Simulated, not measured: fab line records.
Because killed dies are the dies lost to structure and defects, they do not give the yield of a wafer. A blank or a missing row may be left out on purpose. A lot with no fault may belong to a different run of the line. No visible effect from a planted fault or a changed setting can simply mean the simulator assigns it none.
fab line records ; flow sky130
record lots=14; wafers=42; last-day=50
route steps=708 shown VT_ADJUST_HVTP@93 VT_ADJUST_LVTN@116 LDD_P@265 METAL1@438
lots that met no fault: from a run of the same line without faults
start-h: start of the lot's first displayed wafer, in hours after the record's first day ; wait-h: time in hours since the lot's previous step ; " the same as in the row above ; L1.1+2: one row covering several wafers at once ; - no value present, or no start provided ; * or withheld: withheld ; < > ~ a bound
route shown NAME@n: names a module that has steps shown in the file, with the first one's number in the route ; usual: average and standard deviation across the fault-free wafers ; same: alike in all rows ; chamber/n: place in a boat ; sites: per-site readings ; _std_site: standard deviation of those values ; _edge_site: the outer-site mean with the inner-site mean subtracted ; radius-mm: how far each site lies from the wafer's centre ; mask NAME#n: copy n ; behind: the tool/chamber that last shaped the wafer ; hold: why the lot went on hold/how many hours it stayed there/how the hold came to an end ; device: whichever transistor did not switch (one of n, p or np) ; end of line: at the end of the route, the tests of the same wafers ; a step with no rows: only its recipe ; killed: dies lost to structure and defects at the first sort, not the wafer's yield ; map: a wafer's dies, marking killed ones x, the rest . and places with no die _
set.NAME: the setting the step ran with; set.NAME@STEP: the setting that earlier step ran with ; model.NAME: the simulator's own value behind a step, which no gauge read
steps of the route over a sample of lots; a table a step, a row a wafer
services: the hour from which a tool's chamber was out of use, counted from the record's first day as start-h (under 0 if before that day), plus the number of hours and why
## steps
# step SKY_VT_ADJUST_HVTP_OVL_MEAS_08
# usual VT_ADJUST_HVTP_OVL=-0.8/1.4
lot.wafer;tool;chamber;start-h;wait-h;VT_ADJUST_HVTP_OVL[nm]
L721.2;overlay-02;-;133.21;0.1;1.0
L721.3;overlay-02;-;133.21;0.1;1.6
L721.5;overlay-02;-;133.21;0.1;-1.5
L723.2;overlay-01;-;141.21;0.1;-3.0
L723.4;overlay-01;-;141.21;0.1;-2.9
L723.5;overlay-01;-;141.21;0.1;-2.2
L724.1;overlay-02;-;147.32;0.1;0.2
L724.2;overlay-02;-;147.32;0.1;-0.2
L724.3;overlay-02;-;147.32;0.1;0.7
L725.2;overlay-02;-;155.17;0.1;-1.1
L725.3;overlay-02;-;155.17;0.1;-1.2
L725.5;overlay-02;-;155.17;0.1;-0.6
L726.1;overlay-01;-;161.51;0.1;0.1
L726.4;overlay-01;-;161.51;0.1;-1.1
L726.5;overlay-01;-;161.51;0.1;-2.8
L727.1;overlay-01;-;167.26;0.1;0.3
L727.5;overlay-01;-;167.26;0.1;-1.3
L727.6;overlay-01;-;167.26;0.1;-1.1
L728.2;overlay-02;-;172.42;0.1;-2.2
L728.3;overlay-02;-;172.42;0.1;-3.9
L728.5;overlay-02;-;172.42;0.1;-2.7
L729.1;overlay-02;-;179.85;0.1;0.9
L729.3;overlay-02;-;179.85;0.1;-1.1
L729.5;overlay-02;-;179.85;0.1;-2.2
L730.1;overlay-02;-;183.81;0.1;2.0
L730.4;overlay-02;-;183.81;0.1;1.0
L730.6;overlay-02;-;183.81;0.1;0.0
L731.1;overlay-02;-;189.92;0.1;-0.6
L731.4;overlay-02;-;189.92;0.1;-0.3
L731.5;overlay-02;-;189.92;0.1;-0.3
L737.1;overlay-02;-;229.50;0.1;-2.4
L737.2;overlay-02;-;229.50;0.1;-0.8
L737.3;overlay-02;-;229.50;0.1;-1.2
L739.1;overlay-01;-;237.90;0.1;-1.0
L739.2;overlay-01;-;237.90;0.1;-1.1
L739.3;overlay-01;-;237.90;0.1;-1.1
L741.1;overlay-02;-;254.30;0.1;-0.3
L741.3;overlay-02;-;254.30;0.1;0.2
L741.4;overlay-02;-;254.30;0.1;1.2
L743.1;overlay-02;-;262.90;0.1;0.7
L743.5;overlay-02;-;262.90;0.1;-0.1
L743.6;overlay-02;-;262.90;0.1;-2.2
# step SKY_VT_ADJUST_LVTN_IMPLANT_19
# recipe species=B; energy-kev=30; dose-cm2=6.5e+11; tilt-deg=withheld
# usual beam-energy-keV=30.002/0.0084; beam-on-s=9.99/0.21; dose-ions-cm2=6.499e+11/7.1e+08
lot.wafer;tool;chamber;start-h;wait-h;beam-energy-keV;beam-on-s;dose-ions-cm2
L721.2;implanter-03;0;173.46;0.0;29.990;9.79;6.497e+11
L721.3;implanter-03;0;173.46;0.0;30.005;9.73;6.484e+11
L721.5;implanter-03;0;173.46;0.0;30.008;10.14;6.494e+11
L723.2;implanter-01;0;181.34;0.0;30.001;9.97;6.517e+11
L723.4;implanter-01;0;181.34;0.0;29.992;10.04;6.51e+11
L723.5;implanter-01;0;181.34;0.0;30.011;9.70;6.504e+11
L724.1;implanter-04;0;188.28;0.0;29.991;10.06;6.495e+11
L724.2;implanter-04;0;188.28;0.0;29.984;9.77;6.507e+11
L724.3;implanter-04;0;188.28;0.0;30.001;10.10;6.51e+11
L725.2;implanter-03;0;196.86;0.0;30.003;10.18;6.502e+11
L725.3;implanter-03;0;196.86;0.0;29.993;9.68;6.509e+11
L725.5;implanter-03;0;196.86;0.0;29.993;9.93;6.487e+11
L726.1;implanter-04;0;202.93;0.0;30.004;9.61;6.492e+11
L726.4;implanter-04;0;202.93;0.0;29.994;9.79;6.495e+11
L726.5;implanter-04;0;202.93;0.0;30.012;9.76;6.504e+11
L727.1;implanter-01;0;209.09;0.0;30.008;10.30;6.49e+11
L727.5;implanter-01;0;209.09;0.0;29.999;9.78;6.497e+11
L727.6;implanter-01;0;209.09;0.0;30.004;10.11;6.505e+11
L728.2;implanter-04;0;214.06;0.0;30.012;10.04;6.493e+11
L728.3;implanter-04;0;214.06;0.0;30.007;9.80;6.491e+11
L728.5;implanter-04;0;214.06;0.0;30.011;9.70;6.502e+11
L729.1;implanter-01;-;222.84;0.0;-;-;-
L729.3;implanter-01;-;222.84;0.0;-;-;-
L729.5;implanter-01;-;222.84;0.0;-;-;-
L730.1;implanter-01;-;226.29;0.0;-;-;-
L730.4;implanter-01;-;226.29;0.0;-;-;-
L730.6;implanter-01;-;226.29;0.0;-;-;-
L731.1;implanter-01;0;232.48;0.0;29.983;9.81;6.499e+11
L731.4;implanter-01;0;232.48;0.0;29.989;9.92;6.499e+11
L731.5;implanter-01;0;232.48;0.0;29.999;10.56;6.503e+11
L737.1;implanter-01;0;275.58;0.0;30.002;10.00;6.501e+11
L737.2;implanter-01;0;275.58;0.0;30.011;10.10;6.49e+11
L737.3;implanter-01;0;275.58;0.0;30.002;10.24;6.49e+11
L739.1;implanter-01;0;285.13;0.0;30.010;10.16;6.499e+11
L739.2;implanter-01;0;285.13;0.0;30.002;9.68;6.509e+11
L739.3;implanter-01;0;285.13;0.0;29.998;9.99;6.509e+11
L741.1;implanter-03;0;302.83;0.0;30.012;10.03;6.511e+11
L741.3;implanter-03;0;302.83;0.0;30.003;10.04;6.514e+11
L741.4;implanter-03;0;302.83;0.0;29.997;10.08;6.511e+11
L743.1;implanter-01;0;312.67;0.0;30.007;10.22;6.496e+11
L743.5;implanter-01;0;312.67;0.0;29.988;10.04;6.498e+11
L743.6;implanter-01;0;312.67;0.0;29.989;9.94;6.503e+11
# step SKY_VT_ADJUST_LVTN_TW_MEAS_21
# usual VT_ADJUST_LVTN_2_TW=189.3/1.5
lot.wafer;tool;chamber;start-h;wait-h;VT_ADJUST_LVTN_2_TW
L721.2;film-metro-04;-;173.70;0.1;189.5
L721.3;film-metro-04;-;173.70;0.1;190.3
L721.5;film-metro-04;-;173.70;0.1;189.7
L723.2;film-metro-02;-;181.58;0.1;187.8
L723.4;film-metro-02;-;181.58;0.1;188.5
L723.5;film-metro-02;-;181.58;0.1;187.8
L724.1;film-metro-04;-;188.53;0.1;190.6
L724.2;film-metro-04;-;188.53;0.1;189.1
L724.3;film-metro-04;-;188.53;0.1;189.2
L725.2;film-metro-02;-;197.10;0.1;188.8
L725.3;film-metro-02;-;197.10;0.1;188.5
L725.5;film-metro-02;-;197.10;0.1;188.3
L726.1;film-metro-02;-;203.18;0.1;187.3
L726.4;film-metro-02;-;203.18;0.1;188.7
L726.5;film-metro-02;-;203.18;0.1;188.6
L727.1;film-metro-03;-;209.34;0.1;190.8
L727.5;film-metro-03;-;209.34;0.1;191.1
L727.6;film-metro-03;-;209.34;0.1;191.1
L728.2;film-metro-02;-;214.30;0.1;187.9
L728.3;film-metro-02;-;214.30;0.1;187.3
L728.5;film-metro-02;-;214.30;0.1;188.2
L729.1;film-metro-04;-;223.09;0.1;30.3
L729.3;film-metro-04;-;223.09;0.1;30.3
L729.5;film-metro-04;-;223.09;0.1;30.3
L730.1;film-metro-02;-;226.54;0.1;30.3
L730.4;film-metro-02;-;226.54;0.1;30.2
L730.6;film-metro-02;-;226.54;0.1;30.2
L731.1;film-metro-03;-;232.73;0.1;191.5
L731.4;film-metro-03;-;232.73;0.1;191.6
L731.5;film-metro-03;-;232.73;0.1;191.0
L737.1;film-metro-03;-;275.83;0.1;193.1
L737.2;film-metro-03;-;275.83;0.1;192.7
L737.3;film-metro-03;-;275.83;0.1;192.5
L739.1;film-metro-03;-;285.38;0.1;192.3
L739.2;film-metro-03;-;285.38;0.1;191.4
L739.3;film-metro-03;-;285.38;0.1;191.5
L741.1;film-metro-02;-;303.08;0.1;189.2
L741.3;film-metro-02;-;303.08;0.1;189.8
L741.4;film-metro-02;-;303.08;0.1;188.9
L743.1;film-metro-04;-;312.92;0.1;189.1
L743.5;film-metro-04;-;312.92;0.1;189.6
L743.6;film-metro-04;-;312.92;0.1;189.4
# step SKY_LDD_P_STRIP_10
# recipe chemistry=O2/N2; power-w=1400; pressure-mtorr=1500; platen-temp-c=withheld; o2-flow-sccm=3000; n2-flow-sccm=300; overash-fraction=0.5
# usual drypump-motor-current-A=5.96/0.26; oes-product-au=0.715/0.0049; strip-time-to-endpoint-s=14.18/0.035
lot.wafer;tool;chamber;start-h;wait-h;drypump-motor-current-A;oes-product-au;rf-hours-counter-h;strip-time-to-endpoint-s
L721.2;plasma-asher-01;0;443.35;0.1;6.10;0.718;1;14.16
L721.3;plasma-asher-01;0;443.35;0.1;6.10;0.718;-;14.22
L721.5;plasma-asher-01;1;443.35;0.1;5.93;0.708;-;14.20
L723.2;plasma-asher-01;1;454.80;0.1;5.90;0.718;2;14.13
L723.4;plasma-asher-01;0;454.80;0.1;6.14;0.714;-;14.17
L723.5;plasma-asher-01;0;454.80;0.1;6.13;0.714;-;14.21
L724.1;plasma-asher-04;1;465.86;0.1;5.77;0.712;33;14.19
L724.2;plasma-asher-04;0;465.86;0.1;5.75;0.716;33;14.18
L724.3;plasma-asher-04;0;465.86;0.1;5.74;0.723;-;14.20
L725.2;plasma-asher-01;0;474.29;0.1;6.12;0.720;4;14.13
L725.3;plasma-asher-01;0;474.29;0.1;6.11;0.714;-;14.18
L725.5;plasma-asher-01;0;474.29;0.1;6.11;0.710;-;14.18
L726.1;plasma-asher-02;1;485.39;0.1;6.40;0.724;81;14.18
L726.4;plasma-asher-02;0;485.39;0.1;5.60;0.716;-;14.19
L726.5;plasma-asher-02;0;485.39;0.1;5.61;0.713;-;14.18
L727.1;plasma-asher-02;0;507.20;0.1;5.61;0.715;83;14.18
L727.5;plasma-asher-02;0;507.20;0.1;5.62;0.719;-;14.20
L727.6;plasma-asher-02;1;507.20;0.1;6.41;0.711;-;14.14
L728.2;plasma-asher-02;0;508.27;0.1;5.61;0.722;83;14.20
L728.3;plasma-asher-02;0;508.27;0.1;5.59;0.721;-;14.16
L728.5;plasma-asher-02;1;508.27;0.1;6.40;0.710;-;14.20
L731.1;plasma-asher-01;1;528.14;0.1;5.95;0.704;10;14.19
L731.4;plasma-asher-01;1;528.14;0.1;5.91;0.713;-;14.20
L731.5;plasma-asher-01;0;528.14;0.1;6.12;0.724;-;14.18
L737.1;plasma-asher-01;0;581.79;0.1;6.14;0.718;16;14.17
L737.2;plasma-asher-01;1;581.79;0.1;5.90;0.710;16;14.26
L737.3;plasma-asher-01;0;581.79;0.1;6.10;0.706;-;14.21
L739.1;plasma-asher-01;1;594.35;0.1;5.94;0.719;17;14.19
L739.2;plasma-asher-01;0;594.35;0.1;6.11;0.722;17;14.17
L739.3;plasma-asher-01;1;594.35;0.1;5.93;0.709;-;14.17
L741.1;plasma-asher-04;0;611.70;0.1;5.75;0.716;47;14.19
L741.3;plasma-asher-04;1;611.70;0.1;5.69;0.716;-;14.20
L741.4;plasma-asher-04;0;611.70;0.1;5.74;0.713;-;14.21
L743.1;plasma-asher-02;0;627.89;0.1;5.66;0.712;94;14.19
L743.5;plasma-asher-02;0;627.89;0.1;5.66;0.720;-;14.22
L743.6;plasma-asher-02;1;627.89;0.1;6.37;0.716;-;14.18
# step SKY_METAL1_SPUTTER_04
# recipe material=TiN; target-thk-nm=70; power-w=6500; time-s=58.3; chamber-pressure-pa=0.4
# usual throttle-valve-pct=29.6/0.72
lot.wafer;tool;chamber;start-h;wait-h;throttle-valve-pct
L721.2;pvd-sputter-04;-;748.24;0.0;29.4
L721.3;pvd-sputter-04;-;748.24;0.0;29.8
L721.5;pvd-sputter-04;-;748.24;0.0;30.5
L723.2;pvd-sputter-01;-;759.19;0.0;30.0
L723.4;pvd-sputter-01;-;759.19;0.0;29.0
L723.5;pvd-sputter-01;-;759.19;0.0;28.2
L724.1;pvd-sputter-03;-;766.36;0.0;28.6
L724.2;pvd-sputter-03;-;766.36;0.0;29.2
L724.3;pvd-sputter-03;-;766.36;0.0;30.5
L725.2;pvd-sputter-03;-;774.24;0.0;29.2
L725.3;pvd-sputter-03;-;774.24;0.0;29.9
L725.5;pvd-sputter-03;-;774.24;0.0;28.8
L726.1;pvd-sputter-01;-;783.14;0.0;30.3
L726.4;pvd-sputter-01;-;783.14;0.0;29.1
L726.5;pvd-sputter-01;-;783.14;0.0;30.0
L727.1;pvd-sputter-03;-;803.42;0.0;30.0
L727.5;pvd-sputter-03;-;803.42;0.0;30.0
L727.6;pvd-sputter-03;-;803.42;0.0;28.9
L728.2;pvd-sputter-01;-;805.55;0.0;29.7
L728.3;pvd-sputter-01;-;805.55;0.0;29.1
L728.5;pvd-sputter-01;-;805.55;0.0;28.5
L731.1;pvd-sputter-04;-;821.00;0.0;30.6
L731.4;pvd-sputter-04;-;821.00;0.0;29.9
L731.5;pvd-sputter-04;-;821.00;0.0;29.2
L737.1;pvd-sputter-01;-;868.79;0.0;30.3
L737.2;pvd-sputter-01;-;868.79;0.0;29.0
L737.3;pvd-sputter-01;-;868.79;0.0;28.3
L739.1;pvd-sputter-04;-;877.08;0.0;29.5
L739.2;pvd-sputter-04;-;877.08;0.0;30.5
L739.3;pvd-sputter-04;-;877.08;0.0;29.8
L741.1;pvd-sputter-04;-;895.79;0.0;30.0
L741.3;pvd-sputter-04;-;895.79;0.0;29.4
L741.4;pvd-sputter-04;-;895.79;0.0;30.1
L743.1;pvd-sputter-03;-;906.86;0.0;29.2
L743.5;pvd-sputter-03;-;906.86;0.0;28.8
L743.6;pvd-sputter-03;-;906.86;0.0;29.1
## services
tool;chamber;start-h;hours;kind
implanter-01;-;166.03;2.8;repair
pvd-sputter-01;-;183.10;3.7;repair
implanter-01;-;185.57;4.3;pm
pvd-sputter-04;-;248.62;1.1;repair
implanter-01;-;253.56;2.3;repair
implanter-01;-;350.10;1.4;repair
plasma-asher-01;-;387.90;1.8;repair
plasma-asher-01;-;421.25;9.0;pm
pvd-sputter-04;-;423.58;7.1;repair
pvd-sputter-01;-;449.25;4.5;repair
plasma-asher-02;-;511.87;14.6;pm
pvd-sputter-01;-;532.12;5.3;repair
pvd-sputter-04;-;565.85;6.9;repair
implanter-01;-;612.25;3.3;pm
plasma-asher-02;-;616.29;1.5;repair
plasma-asher-01;-;648.10;1.1;repair
implanter-01;-;653.19;0.6;repair
implanter-01;-;674.57;3.0;pm
implanter-01;-;698.36;3.8;repair
implanter-01;-;750.43;5.2;repair
plasma-asher-01;-;780.62;1.8;repair
plasma-asher-01;-;827.25;6.1;repair
implanter-01;-;842.90;2.0;repair
plasma-asher-01;-;877.75;2.8;pm
## key
first-sign step=SKY_VT_ADJUST_LVTN_IMPLANT_19; reading=tool-record; direction=missing
effect step=SKY_VT_ADJUST_LVTN_TW_MEAS_21; reading=VT_ADJUST_LVTN_2_TW; direction=down; sigmas=99+; usual=189.3; struck=30.3
met-at SKY_VT_ADJUST_LVTN_IMPLANT_19
struck-lots L729,L730
later-rows-left-out L729.1,L729.3,L729.5,L730.1,L730.4,L730.6
sort-left-out L729.1,L729.3,L729.5,L730.1,L730.4,L730.6
tester-left-out L729,L730
not-acting-at SKY_VT_ADJUST_HVTP_OVL_MEAS_08,SKY_LDD_P_STRIP_10,SKY_METAL1_SPUTTER_04
onset-between 209.09 222.84
fault kind=skipped-step-whole; tool=implanter-01; chamber=-; onset-h=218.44; steps=SKY_VT_ADJUST_LVTN_IMPLANT_19; scope=struck-lots-only
# tester-left-out: of these lots the tester's yield and bins aren't shown, on N5 and GAA mostly nor the transistor test; their killed dies are dies lost to structure and defects alone, not to doping, threshold or leakage, so they don't give the yield
# sort-left-out: the simulated sort isn't trusted on such a fault, so these wafers' sort isn't shown, and their yield isn't known
# later-rows-left-out: the simulator's readings of these wafers behind a module that went badly wrong aren't trusted and aren't shown, but for the sort
